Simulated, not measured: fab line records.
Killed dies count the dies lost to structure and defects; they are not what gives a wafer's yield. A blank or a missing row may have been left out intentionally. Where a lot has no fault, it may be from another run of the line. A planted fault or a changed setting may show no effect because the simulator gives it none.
Check of tool commonality	flow gf180mcu	Lots sampled 11, wafers sampled 33

## WHY THIS WAS OPENED
Of 11 lots, 2 have the reading PSD_RS flagged at GF_PSD_RS_MEAS_15. Fault-free wafers read 108.6 ohm/sq, with a standard deviation of 0.3.
Rule: a lot gets a flag if all its wafers with a number sit over 4 standard deviations from that mean, or if no wafer of it has a number. The other lots count as sound.

lot	measured	on	PSD_RS (ohm/sq), wafer by wafer	flag
L462	day 14 11:21	film-metro-02	108.5 108.4 108.4	
L464	day 14 19:25	film-metro-01	108.4 108.6 108.8	
L467	day 15 21:25	film-metro-02	108.1 108.3 108.0	
L468	day 16 14:18	film-metro-04	108.8 108.9 108.4	
L470	day 17 06:56	film-metro-01	108.9 108.6 108.6	
L472	day 18 05:33	film-metro-01	108.2 108.6 108.5	
L475	day 18 19:15	film-metro-04	112.9 113.2 113.0	FLAGGED
L477	day 20 00:08	film-metro-02	112.3 112.4 112.6	FLAGGED
L480	day 20 15:44	film-metro-04	108.9 108.7 108.5	
L484	day 22 03:14	film-metro-02	108.3 108.1 108.4	
L485	day 22 04:17	film-metro-02	108.7 108.5 108.9	
The mean of the flagged lots' numbers is 112.7 ohm/sq, +4.1 ohm/sq from the usual (+14 standard deviations).

## WHICH TOOL RAN EACH LOT
Before the reading, the record contains 4 process steps out of a 602-step route. Read each cell as the tool, then ch plus the chambers that the sampled wafers visited, then the start.
lot	flag	GF_DUAL_GATE_STRIP_13	GF_POLY_GATE_ETCH_12	GF_PSD_IMPLANT_09	GF_PSD_STRIP_10
L462		plasma-asher-01 ch 0,1, day 8 07:50	rie-diel-02 ch 0,1, day 9 08:44	implanter-02 ch 0, day 14 10:47	plasma-asher-02 ch 0,1, day 14 10:56
L464		plasma-asher-01 ch 0,1, day 8 19:59	rie-diel-04 ch 0,1,2, day 9 16:40	implanter-02 ch 0, day 14 18:46	plasma-asher-03 ch 0,1, day 14 18:55
L467		plasma-asher-01 ch 0,1, day 9 16:29	rie-diel-04 ch 0,1,3, day 10 13:54	implanter-01 ch 0, day 15 20:52	plasma-asher-02 ch 0,1, day 15 20:58
L468		plasma-asher-01 ch 0,1, day 10 06:34	rie-diel-02 ch 0,1,2, day 11 04:14	implanter-01 ch 0, day 16 13:40	plasma-asher-02 ch 0,1, day 16 13:46
L470		plasma-asher-02 ch 0,1, day 10 21:40	rie-diel-02 ch 2,3, day 11 20:47	implanter-01 ch 0, day 17 06:23	plasma-asher-02 ch 0,1, day 17 06:31
L472		plasma-asher-01 ch 0,1, day 11 14:49	rie-diel-02 ch 0,1, day 12 14:04	implanter-03 ch 0, day 18 04:59	plasma-asher-01 ch 0,1, day 18 05:08
L475	FLAGGED	plasma-asher-01 ch 1, day 12 02:59	rie-diel-02 ch 1,2, day 13 01:19	implanter-03 ch 0, day 18 18:41	plasma-asher-01 ch 0,1, day 18 18:49
L477	FLAGGED	plasma-asher-03 ch 0,1, day 13 01:02	rie-diel-04 ch 0,2, day 13 23:55	implanter-03 ch 0, day 19 23:32	plasma-asher-03 ch 0,1, day 19 23:40
L480		plasma-asher-01 ch 0,1, day 13 14:19	rie-diel-04 ch 2,3, day 14 14:49	implanter-01 ch 0, day 20 15:11	plasma-asher-02 ch 0,1, day 20 15:19
L484		plasma-asher-03 ch 0,1, day 14 20:23	rie-diel-04 ch 0,1, day 15 22:53	implanter-01 ch 0, day 22 02:41	plasma-asher-01 ch 0,1, day 22 02:49
L485		plasma-asher-03 ch 0,1, day 14 21:35	rie-diel-01 ch 1,2,3, day 15 23:53	implanter-03 ch 0, day 22 03:38	plasma-asher-03 ch 0,1, day 22 03:47
What the steps here do:
- GF_DUAL_GATE_STRIP_13: strips in O2/N2.
- GF_POLY_GATE_ETCH_12: etches BARC in N2/H2.
- GF_PSD_IMPLANT_09
- GF_PSD_STRIP_10: strips in O2/N2.
- GF_PSD_RS_MEAS_15: measures by four-point-probe.

## FLAGGED AGAINST TOTAL, ONE TOOL AT A TIME (gauges that did the reading follow at the end)
step	tool	lots run	flagged	share of the flagged lots	sound lots run after its first flagged lot
GF_DUAL_GATE_STRIP_13	plasma-asher-01	7	1	some	1 (L480)
GF_DUAL_GATE_STRIP_13	plasma-asher-02	1	0	none	-
GF_DUAL_GATE_STRIP_13	plasma-asher-03	3	1	some	2 (L484,L485)
GF_POLY_GATE_ETCH_12	rie-diel-01	1	0	none	-
GF_POLY_GATE_ETCH_12	rie-diel-02	5	1	some	0
GF_POLY_GATE_ETCH_12	rie-diel-04	5	1	some	2 (L480,L484)
GF_PSD_IMPLANT_09	implanter-01	5	0	none	-
GF_PSD_IMPLANT_09	implanter-02	2	0	none	-
GF_PSD_IMPLANT_09	implanter-03	4	2	all	1 (L485)
GF_PSD_STRIP_10	plasma-asher-01	3	1	some	1 (L484)
GF_PSD_STRIP_10	plasma-asher-02	5	0	none	-
GF_PSD_STRIP_10	plasma-asher-03	3	1	some	1 (L485)
GF_PSD_RS_MEAS_15	film-metro-01	3	0	none	-
GF_PSD_RS_MEAS_15	film-metro-02	5	1	some	2 (L484,L485)
GF_PSD_RS_MEAS_15	film-metro-04	3	1	some	1 (L480)

## WHAT THE TABLE ALLOWS
Rows of the table that ran each flagged lot: 1, that is implanter-03 at GF_PSD_IMPLANT_09.
- implanter-03 at GF_PSD_IMPLANT_09: 2 of its 4 lots flagged. Lots that were sound ran on it after the first flagged one (L485); a persistent fault on the entire tool would not allow that. Its own readings lie more than 4 standard deviations out on every wafer of the flagged lots: beam-energy-keV.
None of the table's rows ran every flagged lot and, after the first, no sound lot.

## WHAT THE SIMULATOR PUT IN
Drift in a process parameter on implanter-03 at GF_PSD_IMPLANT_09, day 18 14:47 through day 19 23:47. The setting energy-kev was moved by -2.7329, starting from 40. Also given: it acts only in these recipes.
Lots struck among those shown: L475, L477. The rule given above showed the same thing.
